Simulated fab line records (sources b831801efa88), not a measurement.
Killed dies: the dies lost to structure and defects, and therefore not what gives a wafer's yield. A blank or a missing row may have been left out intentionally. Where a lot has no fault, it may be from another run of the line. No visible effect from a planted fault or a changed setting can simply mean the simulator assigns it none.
Check of tool commonality || flow gf180mcu || 12 lots, 36 wafers sampled

THE REASON FOR OPENING IT
2 of 12 lots carry a flag on the reading HV_LDD_TW at GF_HV_LDD_TW_MEAS_11. Wafers without a fault read 2425, standard deviation 23.
Rule: a lot gets a flag if all its wafers with a number sit over 4 standard deviations from that mean, or if no wafer of it has a number. As for the other lots, they are considered sound.

{"lot": "L285", "measured": "day 10 15:40", "on": "film_metro-04", "HV_LDD_TW, wafer by wafer": "2406 2419 2421", "flag": ""}
{"lot": "L286", "measured": "day 10 21:19", "on": "film_metro-03", "HV_LDD_TW, wafer by wafer": "2397 2415 2402", "flag": ""}
{"lot": "L288", "measured": "day 11 11:28", "on": "film_metro-01", "HV_LDD_TW, wafer by wafer": "2463 2454 2458", "flag": ""}
{"lot": "L293", "measured": "day 13 02:12", "on": "film_metro-03", "HV_LDD_TW, wafer by wafer": "2248 2235 2238", "flag": "FLAGGED"}
{"lot": "L295", "measured": "day 13 12:24", "on": "film_metro-01", "HV_LDD_TW, wafer by wafer": "2297 2284 2287", "flag": "FLAGGED"}
{"lot": "L298", "measured": "day 14 16:06", "on": "film_metro-04", "HV_LDD_TW, wafer by wafer": "2448 2442 2440", "flag": ""}
{"lot": "L301", "measured": "day 15 14:25", "on": "film_metro-04", "HV_LDD_TW, wafer by wafer": "2414 2413 2417", "flag": ""}
{"lot": "L302", "measured": "day 15 18:43", "on": "film_metro-03", "HV_LDD_TW, wafer by wafer": "2414 2412 2420", "flag": ""}
{"lot": "L303", "measured": "day 16 02:41", "on": "film_metro-04", "HV_LDD_TW, wafer by wafer": "2425 2424 2425", "flag": ""}
{"lot": "L304", "measured": "day 16 11:13", "on": "film_metro-01", "HV_LDD_TW, wafer by wafer": "2462 2449 2438", "flag": ""}
{"lot": "L305", "measured": "day 16 17:35", "on": "film_metro-01", "HV_LDD_TW, wafer by wafer": "2447 2448 2450", "flag": ""}
{"lot": "L306", "measured": "day 17 07:23", "on": "film_metro-04", "HV_LDD_TW, wafer by wafer": "2409 2421 2417", "flag": ""}
The mean of the flagged lots' numbers is 2265, -160 from the usual (-7 standard deviations).

TOOL THAT RAN EACH LOT
The record holds 2 process steps before the reading, out of a route of 602 steps. Every cell lists first the tool, next ch and the chambers used by the sampled wafers, and last the start.
{"lot": "L285", "flag": "", "GF_STI_ETCH_14": "rie_si-02 ch 2,3, day 2 11:52", "GF_HV_LDD_IMPLANT_09": "implanter-01 ch 0, day 10 15:26"}
{"lot": "L286", "flag": "", "GF_STI_ETCH_14": "rie_si-02 ch 1,2,3, day 2 15:55", "GF_HV_LDD_IMPLANT_09": "implanter-04 ch 0, day 10 21:04"}
{"lot": "L288", "flag": "", "GF_STI_ETCH_14": "rie_si-02 ch 0,1,2, day 3 03:13", "GF_HV_LDD_IMPLANT_09": "implanter-04 ch 0, day 11 11:14"}
{"lot": "L293", "flag": "FLAGGED", "GF_STI_ETCH_14": "rie_si-02 ch 0,1,2, day 4 04:49", "GF_HV_LDD_IMPLANT_09": "implanter-04 ch 0, day 13 01:55"}
{"lot": "L295", "flag": "FLAGGED", "GF_STI_ETCH_14": "rie_si-01 ch 0,2,3, day 4 15:07", "GF_HV_LDD_IMPLANT_09": "implanter-04 ch 0, day 13 12:09"}
{"lot": "L298", "flag": "", "GF_STI_ETCH_14": "rie_si-02 ch 0,1,2, day 5 08:10", "GF_HV_LDD_IMPLANT_09": "implanter-01 ch 0, day 14 15:51"}
{"lot": "L301", "flag": "", "GF_STI_ETCH_14": "rie_si-02 ch 1,3, day 5 22:31", "GF_HV_LDD_IMPLANT_09": "implanter-02 ch 0, day 15 14:10"}
{"lot": "L302", "flag": "", "GF_STI_ETCH_14": "rie_si-02 ch 0,1,3, day 6 03:12", "GF_HV_LDD_IMPLANT_09": "implanter-02 ch 0, day 15 18:28"}
{"lot": "L303", "flag": "", "GF_STI_ETCH_14": "rie_si-01 ch 0,1,3, day 6 08:47", "GF_HV_LDD_IMPLANT_09": "implanter-01 ch 0, day 16 02:26"}
{"lot": "L304", "flag": "", "GF_STI_ETCH_14": "rie_si-01 ch 0,2,3, day 6 13:18", "GF_HV_LDD_IMPLANT_09": "implanter-04 ch 0, day 16 10:58"}
{"lot": "L305", "flag": "", "GF_STI_ETCH_14": "rie_si-01 ch 0,3, day 6 18:52", "GF_HV_LDD_IMPLANT_09": "implanter-01 ch 0, day 16 17:22"}
{"lot": "L306", "flag": "", "GF_STI_ETCH_14": "rie_si-01 ch 1,2,3, day 6 23:57", "GF_HV_LDD_IMPLANT_09": "implanter-02 ch 0, day 17 07:08"}
What these steps do:
- GF_STI_ETCH_14: etches Si in HBr/Cl2/O2, target depth 360 nm, time 102.9 s.
- GF_HV_LDD_IMPLANT_09
- GF_HV_LDD_TW_MEAS_11

FLAGGED OVER TOTAL, TOOL BY TOOL (the gauges that took the reading come last)
{"step": "GF_STI_ETCH_14", "tool": "rie_si-01", "lots run": 5, "flagged": 1, "share of the flagged lots": "some", "sound lots run after its first flagged lot": "4 (L303,L304,L305,L306)"}
{"step": "GF_STI_ETCH_14", "tool": "rie_si-02", "lots run": 7, "flagged": 1, "share of the flagged lots": "some", "sound lots run after its first flagged lot": "3 (L298,L301,L302)"}
{"step": "GF_HV_LDD_IMPLANT_09", "tool": "implanter-01", "lots run": 4, "flagged": 0, "share of the flagged lots": "none", "sound lots run after its first flagged lot": "-"}
{"step": "GF_HV_LDD_IMPLANT_09", "tool": "implanter-02", "lots run": 3, "flagged": 0, "share of the flagged lots": "none", "sound lots run after its first flagged lot": "-"}
{"step": "GF_HV_LDD_IMPLANT_09", "tool": "implanter-04", "lots run": 5, "flagged": 2, "share of the flagged lots": "all", "sound lots run after its first flagged lot": "1 (L304)"}
{"step": "GF_HV_LDD_TW_MEAS_11", "tool": "film_metro-01", "lots run": 4, "flagged": 1, "share of the flagged lots": "some", "sound lots run after its first flagged lot": "2 (L304,L305)"}
{"step": "GF_HV_LDD_TW_MEAS_11", "tool": "film_metro-03", "lots run": 3, "flagged": 1, "share of the flagged lots": "some", "sound lots run after its first flagged lot": "1 (L302)"}
{"step": "GF_HV_LDD_TW_MEAS_11", "tool": "film_metro-04", "lots run": 5, "flagged": 0, "share of the flagged lots": "none", "sound lots run after its first flagged lot": "-"}

WHAT IS ALLOWED BY THE TABLE
Rows of the table that ran each flagged lot: 1, that is implanter-04 at GF_HV_LDD_IMPLANT_09.
- implanter-04 at GF_HV_LDD_IMPLANT_09 ran 5 lots, 2 of them flagged. After the first flagged lot (L304), sound lots still ran on it; a lasting fault on the whole tool would not permit that. Its own readings lie more than 4 standard deviations out on every wafer of the flagged lots: beam_energy_keV.
None of the table's rows ran every flagged lot and, after the first, no sound lot.

WHAT THE SIMULATOR PUT IN
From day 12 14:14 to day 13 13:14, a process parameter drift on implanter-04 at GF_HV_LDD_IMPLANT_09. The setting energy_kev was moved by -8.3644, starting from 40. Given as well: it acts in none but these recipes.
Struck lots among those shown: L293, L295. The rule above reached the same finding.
